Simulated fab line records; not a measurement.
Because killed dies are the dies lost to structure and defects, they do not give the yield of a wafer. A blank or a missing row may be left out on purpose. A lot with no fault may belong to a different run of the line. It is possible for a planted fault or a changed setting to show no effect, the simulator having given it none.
A struck lot beside a sound one / flow gf180mcu / 22 out of 602 route steps
Sound: the wafers L589.3, L589.5, L589.6. Wafers struck: L598.1, L598.3, L598.5. At the end, the cause is stated.
At each step with rows: each side's tool, then ch and its chambers, then its first start. Under that, the readings that differ: sound wafers / struck wafers / difference of the means / sigmas: that difference in standard deviations of wafers without a fault.
alike: a reading whose means differ by less than 2 such deviations, as well as words and numbers matching on both sides. not compared: withheld readings; readings where some wafer has no value; bounds like >300 that might hide an equal value; numbers whose values overlap and for which the record gives no deviation.
A row with sigmas, a row that says differs or no value, or rows on one side alone: a step with any of these is where the two part. Numbers that don't overlap but have no deviation are shown without sigmas and don't part them. A reading that every wafer of one side lacks parts them only if that side has two wafers or more.

first, 3 steps without rows for these wafers: GF_MVSD_EXPOSE_04 (exposes mask MVSD, target cd 1000 nm); GF_MVSD_PEB_05; GF_MVSD_DEVELOP_06 (develop time 60 s).
GF_MVSD_OVL_MEAS_07:
  sound: overlay-01 at day 5 01:37; struck: overlay-02 at day 7 07:02
  alike: MVSD_OVL
then, 2 steps without rows for these wafers: GF_MVSD_IMPLANT_08; GF_MVSD_IMPLANT_09.
GF_MVSD_STRIP_10: strips in O2/N2.
  sound on plasma asher-01 ch 0,1, day 5 01:59; struck on plasma asher-02 ch 0, day 7 07:22
  alike: drypump motor current A, heater power w, oes product au, strip time to endpoint s
  not compared: rf hours counter h
GF_MVSD_TW_MEAS_11:
  sound: film metro-01 at day 5 02:04; struck: film metro-01 at day 7 07:28
  alike: MVSD_TW
then, 4 steps without rows for these wafers: GF_MVPSD_DEHYDRATE_00 (time 60 s); GF_MVPSD_HMDS_01 (prime time 60 s); GF_MVPSD_COAT_02 (resist thk 3000 nm); GF_MVPSD_SOFTBAKE_03.
GF_MVPSD_EXPOSE_04: exposes mask MVPSD, target cd 1000 nm.
  sound on iline stepper-02 ch 0, day 5 08:53; struck on iline stepper-02 ch 0, day 7 15:29
reading=mask; sound=MVPSD#0 MVPSD#0 MVPSD#0; struck=LVPWELL#0 LVPWELL#0 LVPWELL#0; difference=differs; sigmas=
then, 2 steps without rows for these wafers: GF_MVPSD_PEB_05; GF_MVPSD_DEVELOP_06 (develop time 60 s).
GF_MVPSD_OVL_MEAS_07:
  sound: overlay-02 at day 5 15:51; struck: overlay-02 at day 7 23:41
reading=MVPSD_OVL (nm); sound=0.5 -0.1 1.7; struck=- - -; difference=no value on the struck wafers; sigmas=
then, 2 steps without rows for these wafers: GF_MVPSD_IMPLANT_08; GF_MVPSD_IMPLANT_09.
GF_MVPSD_STRIP_10: strips in O2/N2.
  sound on plasma asher-01 ch 0,1, day 5 16:13; struck on plasma asher-04 ch 0,1, day 8 00:02
  alike: drypump motor current A, heater power w, oes product au, strip time to endpoint s
  not compared: rf hours counter h
GF_MVPSD_TW_MEAS_11:
  sound: film metro-02 at day 5 16:18; struck: film metro-02 at day 8 00:08
reading=MVPSD_TW; sound=554 554 554; struck=30 30 30; difference=-524; sigmas=-99 or more
then, 1 step without rows for these wafers: GF_VT_IMPLANT_DEHYDRATE_00 (time 60 s).
-- the record jumps here: 24 days lie between the struck wafers' starts before and after (it left off in module VT_IMPLANT and takes up again in module PASSIVATION, whose first step shown is number 602 of the route) --
GF_PASSIVATION_PROBE_99:
  the record has rows for the struck wafers here (prober-02, day 32 09:28) and none for the sound ones

## WHERE THEY PART
Last at GF_PASSIVATION_PROBE_99 as far as this record goes, first at GF_MVPSD_EXPOSE_04.

WHY: what had been put in by the simulator
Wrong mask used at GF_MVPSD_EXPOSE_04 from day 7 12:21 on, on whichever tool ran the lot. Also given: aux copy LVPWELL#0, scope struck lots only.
